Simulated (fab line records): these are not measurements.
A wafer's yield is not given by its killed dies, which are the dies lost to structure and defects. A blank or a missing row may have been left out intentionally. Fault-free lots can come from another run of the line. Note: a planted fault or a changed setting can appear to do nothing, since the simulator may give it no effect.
Which tool did it? | flow sky130 | 13 lots, 39 wafers sampled, at 4 steps of a route of 708

WHAT THE GAUGES READ, wafer by wafer
SKY_VIA1_RS_MEAS_22: a four-point-probe measurement. Usual: VIA1_W_RS gives 0.427 ohm/sq (standard deviation 0.0053).
lot  | measured     | on            | VIA1_W_RS (ohm/sq) | flag
L134 | day 34 06:39 | film-metro-02 | 0.433 0.421 0.424  |
L137 | day 35 16:40 | film-metro-04 | 0.428 0.441 0.429  |
L139 | day 35 19:26 | film-metro-02 | 0.428 0.427 0.420  |
L140 | day 36 05:29 | film-metro-02 | 0.422 0.426 0.419  |
L147 | day 39 00:43 | film-metro-03 | 0.428 0.431 0.432  |
L149 | day 39 07:01 | film-metro-03 | 0.426 0.431 0.430  |
L148 | day 39 09:41 | film-metro-02 | 0.430 0.431 0.435  |
L151 | day 39 22:07 | film-metro-02 | 0.421 0.415 0.425  |
L150 | day 40 02:22 | film-metro-02 | 0.423 0.433 0.423  |
L153 | day 40 11:37 | film-metro-03 | 0.430 0.426 0.426  |
L154 | day 40 16:13 | film-metro-03 | 0.435 0.436 0.431  |
L155 | day 40 20:37 | film-metro-02 | 0.422 0.428 0.423  |
L156 | day 41 02:11 | film-metro-04 | 0.426 0.424 0.430  |

SKY_VIA2_OVL_MEAS_13. Usual: VIA2_OVL gives 2 nm (standard deviation 5.7).
lot  | measured     | on         | VIA2_OVL (nm) | flag
L134 | day 36 13:00 | overlay-01 | -4 3 2        |
L137 | day 37 22:04 | overlay-01 | 5 -2 -2       |
L139 | day 38 01:09 | overlay-02 | 3 -2 10       |
L140 | day 38 12:09 | overlay-01 | -1 0 -6       |
L147 | day 41 04:09 | overlay-01 | 10 7 7        |
L149 | day 41 10:07 | overlay-01 | 2 -1 4        |
L148 | day 41 13:02 | overlay-02 | 2 2 -4        |
L151 | day 41 23:46 | overlay-01 | 3 3 5         |
L150 | day 42 03:35 | overlay-01 | -6 4 2        |
L153 | day 42 14:06 | overlay-01 | 0 -1 -6       |
L154 | day 42 17:54 | overlay-01 | -1 14 9       |
L155 | day 42 22:29 | overlay-02 | 0 7 9         |
L156 | day 43 03:09 | overlay-02 | -3 -9 -9      |

WHICH TOOL RAN EACH LOT (tool, then ch and the chambers of the sampled wafers, then the start)
lot  | SKY_METAL1_ETCH_18                | SKY_VIA2_HDPCVD_00
L134 | rie-metal-04 ch 1, day 33 01:46   | hdpcvd-01 ch 0,1,2, day 35 10:44
L137 | rie-metal-03 ch 0,1, day 34 11:38 | hdpcvd-02 ch 0,1,2, day 36 20:15
L139 | rie-metal-03 ch 0,1, day 34 14:47 | hdpcvd-02 ch 1,2, day 36 22:53
L140 | rie-metal-04 ch 0,1, day 35 00:29 | hdpcvd-02 ch 0,1,2, day 37 09:10
L147 | rie-metal-04 ch 0,1, day 37 20:34 | hdpcvd-02 ch 1,2, day 40 03:48
L149 | rie-metal-03 ch 0,1, day 38 03:08 | hdpcvd-01 ch 0,1,2, day 40 09:51
L148 | rie-metal-04 ch 0,1, day 38 05:51 | hdpcvd-02 ch 0,1,2, day 40 12:22
L151 | rie-metal-01 ch 0, day 38 18:11   | hdpcvd-02 ch 0,1,2, day 40 23:40
L150 | rie-metal-03 ch 0,1, day 38 22:49 | hdpcvd-02 ch 0,2, day 41 03:40
L153 | rie-metal-04 ch 0,1, day 39 08:35 | hdpcvd-02 ch 0,2, day 41 13:49
L154 | rie-metal-04 ch 0,1, day 39 11:59 | hdpcvd-01 ch 1,2, day 41 17:52
L155 | rie-metal-01 ch 0,1, day 39 17:56 | hdpcvd-01 ch 0,1,2, day 41 21:44
L156 | rie-metal-04 ch 0,1, day 39 23:46 | hdpcvd-02 ch 0,1, day 42 03:46
- SKY_METAL1_ETCH_18: etches BARC in N2/H2, stops on SiO2, time 45.9 s, target depth 60 nm.
- SKY_VIA2_HDPCVD_00: deposits SiO2, target thk 1180 nm, time 196.7 s.

AS READ BY THE TOOLS THEMSELVES (means over the sampled wafers that have a number; for cases with no such wafer, the mark the record gives instead)
SKY_METAL1_ETCH_18. Usual: drypump-motor-current-A 5.8 A, standard deviation 0.34; oes-product-au 0.855 a.u., standard deviation 0.0042; throttle-valve-pct 13.226 %, standard deviation 0.009.
lot  | tool         | drypump-motor-current-A (A) | oes-product-au (a.u.) | throttle-valve-pct (%) | flag
L134 | rie-metal-04 | 5.9                         | 0.852                 | 13.232                 |
L137 | rie-metal-03 | 6.0                         | 0.849                 | 13.229                 |
L139 | rie-metal-03 | 5.8                         | 0.857                 | 13.220                 |
L140 | rie-metal-04 | 5.5                         | 0.854                 | 13.233                 |
L147 | rie-metal-04 | 5.7                         | 0.851                 | 13.220                 |
L149 | rie-metal-03 | 5.8                         | 0.856                 | 13.214                 |
L148 | rie-metal-04 | 5.7                         | 0.856                 | 13.229                 |
L151 | rie-metal-01 | 6.2                         | 0.852                 | 13.235                 |
L150 | rie-metal-03 | 6.1                         | 0.857                 | 13.228                 |
L153 | rie-metal-04 | 5.6                         | 0.856                 | 13.241                 |
L154 | rie-metal-04 | 5.7                         | 0.853                 | 13.221                 |
L155 | rie-metal-01 | 6.1                         | 0.851                 | 13.231                 |
L156 | rie-metal-04 | 5.7                         | 0.856                 | 13.225                 |

THE ANSWER, worked out from the rows above alone
Rule: a lot counts as off when the mean over its wafers that have a number is more than 3 standard deviations away from the usual mean. Also off: a lot with no number at a reading for which 4 or more lots have one. Any other lot the step has rows for is counted as sound. Order of review: gauges by route order, followed by the tools' own readings, for which a lot's mean as printed above is used. The first step at which some lot is off is used, and at that step the reading that is off furthest; a lot without a number counts as furthest.
Across all readings shown, no lot is off: no conclusion can be drawn from this.

WHAT THE SIMULATOR PUT IN
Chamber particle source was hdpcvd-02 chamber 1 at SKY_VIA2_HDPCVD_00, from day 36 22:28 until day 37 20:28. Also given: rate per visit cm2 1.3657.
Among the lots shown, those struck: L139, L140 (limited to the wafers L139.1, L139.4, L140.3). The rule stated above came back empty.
